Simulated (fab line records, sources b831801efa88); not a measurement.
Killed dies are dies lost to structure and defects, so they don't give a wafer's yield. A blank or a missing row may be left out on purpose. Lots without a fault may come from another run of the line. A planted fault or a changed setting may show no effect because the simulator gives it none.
Which tool did it? | flow gf180mcu | 24 lots, 72 wafers sampled, at 5 steps of a route of 602

WHAT THE GAUGES READ, wafer by wafer
GF_M4_THK_MEAS_06: measures by xrf.
lot  | measured     | on            | M4_ALCU_THK (nm)
L074 | day 22 02:07 | film_metro-02 | 452 443 447
L075 | day 22 14:22 | film_metro-02 | 450 446 448
L076 | day 23 02:04 | film_metro-04 | 454 452 447
L077 | day 23 09:13 | film_metro-02 | 446 439 453
L078 | day 23 17:43 | film_metro-02 | 441 451 445
L079 | day 24 12:43 | film_metro-04 | 452 453 453
L080 | day 25 03:08 | film_metro-03 | 441 439 438
L081 | day 25 05:50 | film_metro-04 | 446 447 446
L082 | day 25 09:38 | film_metro-04 | 450 452 453
L083 | day 25 13:59 | film_metro-02 | 443 444 444
L084 | day 26 01:43 | film_metro-02 | 444 442 439
L085 | day 26 11:04 | film_metro-03 | 452 450 452
L086 | day 26 13:56 | film_metro-03 | 450 448 448
L087 | day 27 02:49 | film_metro-02 | 446 446 448
L088 | day 27 06:40 | film_metro-04 | 448 449 452
L089 | day 27 15:09 | film_metro-02 | 439 444 444
L090 | day 27 21:23 | film_metro-04 | 448 454 449
L091 | day 28 04:20 | film_metro-03 | 450 454 447
L092 | day 28 20:02 | film_metro-04 | 447 442 439
L093 | day 28 21:17 | film_metro-02 | 446 445 443
L094 | day 28 23:42 | film_metro-04 | 453 453 454
L095 | day 29 07:12 | film_metro-02 | 443 443 447
L096 | day 29 15:41 | film_metro-04 | 456 461 460
L097 | day 29 22:02 | film_metro-04 | 449 446 449

GF_V4_OVL_MEAS_15.
lot  | measured     | on         | V4_OVL (nm)
L074 | day 24 01:56 | overlay-01 | -4 -9 -9
L075 | day 24 13:55 | overlay-02 | -4 -4 2
L076 | day 25 00:56 | overlay-02 | -4 -5 3
L077 | day 25 07:19 | overlay-02 | -1 1 2
L078 | day 25 13:59 | overlay-02 | 1 -1 5
L079 | day 26 07:52 | overlay-02 | 1 4 4
L080 | day 26 20:59 | overlay-01 | -10 0 -2
L081 | day 27 00:02 | overlay-02 | 4 3 5
L082 | day 27 03:50 | overlay-01 | 4 3 -2
L083 | day 27 08:21 | overlay-01 | 1 -1 4
L084 | day 27 19:19 | overlay-02 | 1 1 -4
L085 | day 28 04:02 | overlay-02 | 7 6 7
L086 | day 28 06:50 | overlay-01 | -10 -11 -2
L087 | day 28 19:04 | overlay-01 | 1 2 -2
L088 | day 28 23:46 | overlay-02 | 7 -1 3
L089 | day 29 07:05 | overlay-02 | -7 -2 -1
L090 | day 29 13:35 | overlay-02 | 8 9 13
L091 | day 29 19:36 | overlay-01 | -12 -12 -19
L092 | day 30 10:41 | overlay-02 | 0 6 8
L093 | day 30 12:01 | overlay-02 | 0 3 5
L094 | day 30 14:40 | overlay-01 | -4 -14 -4
L095 | day 30 20:53 | overlay-02 | 2 1 -2
L096 | day 31 06:14 | overlay-01 | 2 5 3
L097 | day 31 10:26 | overlay-01 | 3 6 8

WHICH TOOL RAN EACH LOT (tool, then ch and the chambers of the sampled wafers, then the start)
lot  | GF_M2_SPUTTER_00             | GF_M2_SPUTTER_03             | GF_V3_ETCH_16
L074 | pvd_sputter-03, day 17 20:16 | pvd_sputter-03, day 17 20:26 | rie_diel-04 ch 0,2,3, day 22 00:22
L075 | pvd_sputter-04, day 18 06:38 | pvd_sputter-04, day 18 06:48 | rie_diel-02 ch 1,2,3, day 22 12:40
L076 | pvd_sputter-04, day 18 19:10 | pvd_sputter-04, day 18 19:20 | rie_diel-02 ch 1,2,3, day 23 00:22
L077 | pvd_sputter-01, day 19 03:01 | pvd_sputter-01, day 19 03:11 | rie_diel-04 ch 1,2,3, day 23 07:31
L078 | pvd_sputter-01, day 19 13:19 | pvd_sputter-01, day 19 13:29 | rie_diel-02 ch 1,2, day 23 16:01
L079 | pvd_sputter-04, day 20 06:34 | pvd_sputter-04, day 20 06:44 | rie_diel-04 ch 1,2, day 24 11:01
L080 | pvd_sputter-01, day 20 16:19 | pvd_sputter-01, day 20 16:29 | rie_diel-04 ch 0,2, day 24 19:49
L081 | pvd_sputter-04, day 21 00:01 | pvd_sputter-04, day 21 00:10 | rie_diel-04 ch 0,3, day 25 02:07
L082 | pvd_sputter-03, day 21 06:46 | pvd_sputter-03, day 21 06:55 | rie_diel-01 ch 0,1, day 25 07:28
L083 | pvd_sputter-01, day 21 13:44 | pvd_sputter-01, day 21 13:54 | rie_diel-01 ch 2,3, day 25 12:16
L084 | pvd_sputter-01, day 21 19:18 | pvd_sputter-01, day 21 19:28 | rie_diel-04 ch 0,1,3, day 26 00:01
L085 | pvd_sputter-01, day 22 12:25 | pvd_sputter-01, day 22 12:34 | rie_diel-04 ch 1,2,3, day 26 09:22
L086 | pvd_sputter-01, day 22 15:16 | pvd_sputter-01, day 22 15:26 | rie_diel-01 ch 0,2,3, day 26 12:13
L087 | pvd_sputter-01, day 23 02:08 | pvd_sputter-01, day 23 02:17 | rie_diel-02 ch 1,2,3, day 27 00:46
L088 | pvd_sputter-04, day 23 10:44 | pvd_sputter-04, day 23 10:53 | rie_diel-04 ch 1,2, day 27 04:49
L089 | pvd_sputter-01, day 23 19:14 | pvd_sputter-01, day 23 19:23 | rie_diel-04 ch 0,1,3, day 27 13:25
L090 | pvd_sputter-04, day 23 22:49 | pvd_sputter-04, day 23 22:58 | rie_diel-02 ch 0,2,3, day 27 19:28
L091 | pvd_sputter-01, day 24 10:40 | pvd_sputter-01, day 24 10:50 | rie_diel-01 ch 0,1,2, day 28 02:37
L092 | pvd_sputter-01, day 25 04:17 | pvd_sputter-01, day 25 04:26 | rie_diel-04 ch 0,1,3, day 28 18:19
L093 | pvd_sputter-01, day 25 06:23 | pvd_sputter-01, day 25 06:33 | rie_diel-02 ch 1,2,3, day 28 19:28
L094 | pvd_sputter-04, day 25 07:17 | pvd_sputter-04, day 25 07:27 | rie_diel-04 ch 0,1,3, day 28 21:56
L095 | pvd_sputter-04, day 25 17:20 | pvd_sputter-04, day 25 17:29 | rie_diel-04 ch 0,1,3, day 29 05:28
L096 | pvd_sputter-01, day 26 02:56 | pvd_sputter-01, day 26 03:05 | rie_diel-01 ch 0,3, day 29 13:58
L097 | pvd_sputter-01, day 26 07:34 | pvd_sputter-01, day 26 07:44 | rie_diel-02 ch 1,2, day 29 20:19
- GF_M2_SPUTTER_00: material Ti, target thk 37.5 nm, time 150 s.
- GF_M2_SPUTTER_03: material Ti, target thk 10 nm, time 6.7 s.
- GF_V3_ETCH_16: etches BARC in N2/H2.

WHAT THE TOOLS THEMSELVES READ (means of the sampled wafers that have a number; where no wafer has one, the mark that the record gives instead)
GF_M2_SPUTTER_00.
lot  | tool           | throttle_valve_pct (%)
L074 | pvd_sputter-03 | 29.8
L075 | pvd_sputter-04 | 29.7
L076 | pvd_sputter-04 | 31.2
L077 | pvd_sputter-01 | 29.7
L078 | pvd_sputter-01 | 29.6
L079 | pvd_sputter-04 | 31.0
L080 | pvd_sputter-01 | 29.8
L081 | pvd_sputter-04 | 30.9
L082 | pvd_sputter-03 | 29.5
L083 | pvd_sputter-01 | 29.9
L084 | pvd_sputter-01 | 30.0
L085 | pvd_sputter-01 | 29.6
L086 | pvd_sputter-01 | 30.1
L087 | pvd_sputter-01 | 30.1
L088 | pvd_sputter-04 | 30.8
L089 | pvd_sputter-01 | 29.9
L090 | pvd_sputter-04 | 30.5
L091 | pvd_sputter-01 | 29.8
L092 | pvd_sputter-01 | 30.1
L093 | pvd_sputter-01 | 29.9
L094 | pvd_sputter-04 | 31.0
L095 | pvd_sputter-04 | 30.6
L096 | pvd_sputter-01 | 30.2
L097 | pvd_sputter-01 | 29.7

GF_M2_SPUTTER_03.
lot  | tool           | throttle_valve_pct (%)
L074 | pvd_sputter-03 | 29.9
L075 | pvd_sputter-04 | 30.0
L076 | pvd_sputter-04 | 31.3
L077 | pvd_sputter-01 | 29.7
L078 | pvd_sputter-01 | 29.5
L079 | pvd_sputter-04 | 31.0
L080 | pvd_sputter-01 | 29.9
L081 | pvd_sputter-04 | 30.7
L082 | pvd_sputter-03 | 29.3
L083 | pvd_sputter-01 | 29.9
L084 | pvd_sputter-01 | 30.1
L085 | pvd_sputter-01 | 29.6
L086 | pvd_sputter-01 | 30.2
L087 | pvd_sputter-01 | 30.1
L088 | pvd_sputter-04 | 30.7
L089 | pvd_sputter-01 | 29.8
L090 | pvd_sputter-04 | 30.3
L091 | pvd_sputter-01 | 29.8
L092 | pvd_sputter-01 | 30.0
L093 | pvd_sputter-01 | 29.8
L094 | pvd_sputter-04 | 30.8
L095 | pvd_sputter-04 | 30.7
L096 | pvd_sputter-01 | 30.3
L097 | pvd_sputter-01 | 29.8

GF_V3_ETCH_16.
lot  | tool        | drypump_motor_current_A (A) | oes_product_au (a.u.) | throttle_valve_pct (%)
L074 | rie_diel-04 | 5.7                         | 0.852                 | 13.226
L075 | rie_diel-02 | 5.9                         | 0.856                 | 13.235
L076 | rie_diel-02 | 5.9                         | 0.857                 | 13.223
L077 | rie_diel-04 | 5.8                         | 0.855                 | 13.212
L078 | rie_diel-02 | 5.9                         | 0.859                 | 13.230
L079 | rie_diel-04 | 5.9                         | 0.849                 | 13.226
L080 | rie_diel-04 | 5.9                         | 0.856                 | 13.223
L081 | rie_diel-04 | 5.5                         | 0.858                 | 13.227
L082 | rie_diel-01 | 6.2                         | 0.856                 | 13.218
L083 | rie_diel-01 | 5.5                         | 0.853                 | 13.221
L084 | rie_diel-04 | 5.6                         | 0.852                 | 13.230
L085 | rie_diel-04 | 5.8                         | 0.854                 | 13.231
L086 | rie_diel-01 | 5.8                         | 0.851                 | 13.219
L087 | rie_diel-02 | 5.9                         | 0.854                 | 13.220
L088 | rie_diel-04 | 5.9                         | 0.853                 | 13.237
L089 | rie_diel-04 | 5.6                         | 0.854                 | 13.222
L090 | rie_diel-02 | 5.6                         | 0.855                 | 13.225
L091 | rie_diel-01 | 6.1                         | 0.856                 | 13.228
L092 | rie_diel-04 | 5.6                         | 0.853                 | 13.221
L093 | rie_diel-02 | 5.9                         | 0.854                 | 13.226
L094 | rie_diel-04 | 5.6                         | 0.858                 | 13.225
L095 | rie_diel-04 | 5.6                         | 0.856                 | 13.225
L096 | rie_diel-01 | 5.6                         | 0.853                 | 13.227
L097 | rie_diel-02 | 5.9                         | 0.859                 | 13.226

THE ANSWER, worked out from the rows above alone
Rule: what is usual is taken from the lots themselves. Put in order of their means at a reading, lots are off if they are a third of the lots or fewer, leave a main group of 4 or more, and stand apart from it by a gap of 3 or more times the standard deviation of the main group's means; of several such gaps the widest counts. A main group whose means are all the same, to the digits that the tables above print for the reading, isn't used. A lot without any number at a reading at which 4 lots or more have one is off too. The other lots that the step has rows for count as sound. The gauges are gone through in route order, then the tools' own readings, and for those a lot's mean is taken as printed above. The first step at which some lot is off is used, and at that step the reading that is off furthest; a lot without a number counts as furthest.
No lot is off at any reading shown: from this, nothing can be told.

WHAT THE SIMULATOR HAD PUT IN
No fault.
